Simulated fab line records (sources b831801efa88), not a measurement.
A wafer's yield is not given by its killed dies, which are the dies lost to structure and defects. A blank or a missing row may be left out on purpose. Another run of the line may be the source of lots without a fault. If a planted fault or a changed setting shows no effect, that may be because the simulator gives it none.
Comparing a struck lot with a sound one / flow sfq_line / 17 out of 325 route steps
Sound: these wafers, L245.1, L245.3, L245.5. Struck: wafer L258.1. (L258.3, L258.6 of the same lot were not struck and are left out.) The cause comes at the end.
For every step that has rows: the tool of each side, followed by ch and its chambers, followed by its first start. Under that, the readings that differ: sound wafers / struck wafers / difference of the means / sigmas: that difference in standard deviations of wafers without a fault.
alike: readings whose means differ by less than 2 such deviations, and words and numbers that are the same on both sides. not compared: withheld readings, readings that some wafer has no value for, bounds like >300 that may hide the same value, and numbers for which the record gives no deviation and whose values overlap.
The two part at a step that has a row with sigmas, a row that says differs or no value, or rows on one side only. Non-overlapping numbers with no deviation appear without sigmas and do not part them. A reading missing from all wafers of one side parts the sides only when that side holds two or more wafers.

SFQ_TRILAYER_I7_VIA_STRIP_STRIP_191: strips in O2.
  sound on rie_metal-02 ch 1, day 77 08:05; struck on rie_metal-04 ch 1, day 84 15:35
  alike: drypump_motor_current_A, oes_product_au
  not compared: rf_hours_counter_h
then, 8 steps without rows for these wafers: SFQ_TRILAYER_I7_VIA_STRIP_SOLV_CLEAN_192 (cleans in NMP, time 600 s); SFQ_TRILAYER_M8_LITHO_LOR_COAT_197; SFQ_TRILAYER_M8_LITHO_LOR_BAKE_198; SFQ_TRILAYER_M8_LITHO_COAT_193 (resist thk 600 nm); SFQ_TRILAYER_M8_LITHO_SOFTBAKE_199; SFQ_TRILAYER_M8_LITHO_EXPOSE_194 (exposes mask M8, target cd 2000 nm); SFQ_TRILAYER_M8_LITHO_PEB_196 (peb time 60 s); SFQ_TRILAYER_M8_LITHO_DEVELOP_195 (img clear 15 s, time 55 s).
SFQ_M8_OVL_MEAS_948:
  struck on overlay-02, day 84 19:15; sound on overlay-02, day 81 12:28
  alike: M8_OVL
then, 2 steps without rows for these wafers: SFQ_TRILAYER_M8_DEP_EVAP_197 (material Ti, target thk 20 nm, time 100 s); SFQ_TRILAYER_M8_DEP_EVAP_198 (material Pt, target thk 50 nm, time 257.3 s).
SFQ_TRILAYER_M8_DEP_EVAP_196: material Au, target thk 180 nm, time 900 s.
  struck on pvd_sputter-02, day 84 19:31; sound on pvd_sputter-01, day 81 12:44
reading=model.Au_of_TRILAYER_M8_DEP_EVAP_196.thk_nm (nm); sound=182.4 184.1 184.1; struck=230.5; difference=+47.0; sigmas=
SFQ_M8_RS_MEAS_949: a four-point-probe measurement.
  struck on film_metro-01, day 84 20:02; sound on film_metro-03, day 81 13:15
reading=M8_AU_RS (ohm/sq); sound=0.1511 0.1502 0.1501; struck=0.1197; difference=-0.0308; sigmas=-13
SFQ_M8_THK_MEAS_950: measures by xrf.
  struck on film_metro-01, day 84 20:09; sound on film_metro-03, day 81 13:22
reading=M8_AU_THK (nm); sound=185 185 186; struck=231; difference=+46; sigmas=+15
then, 1 step without rows for these wafers: SFQ_TRILAYER_M8_LIFTOFF_LIFTOFF_197 (chemistry NMP, time 600 s).
SFQ_M8_BOW_MEAS_951:
  struck on film_metro-03, day 84 20:24; sound on film_metro-04, day 81 13:36
reading=model.etest.i7.link_ohm; sound=1.049 1.038 1.045; struck=1.016; difference=-0.028; sigmas=
reading=model.etest.m8.ohm_sq; sound=0.1514 0.1501 0.1501; struck=0.1199; difference=-0.0306; sigmas=
  alike: M8_BOW

## WHERE THEY PART
Last at SFQ_M8_THK_MEAS_950 as far as this record goes, first at SFQ_M8_RS_MEAS_949. Later steps at which nothing parts them and some readings are alike: SFQ_M8_BOW_MEAS_951.

WHY: whatever the simulator had introduced
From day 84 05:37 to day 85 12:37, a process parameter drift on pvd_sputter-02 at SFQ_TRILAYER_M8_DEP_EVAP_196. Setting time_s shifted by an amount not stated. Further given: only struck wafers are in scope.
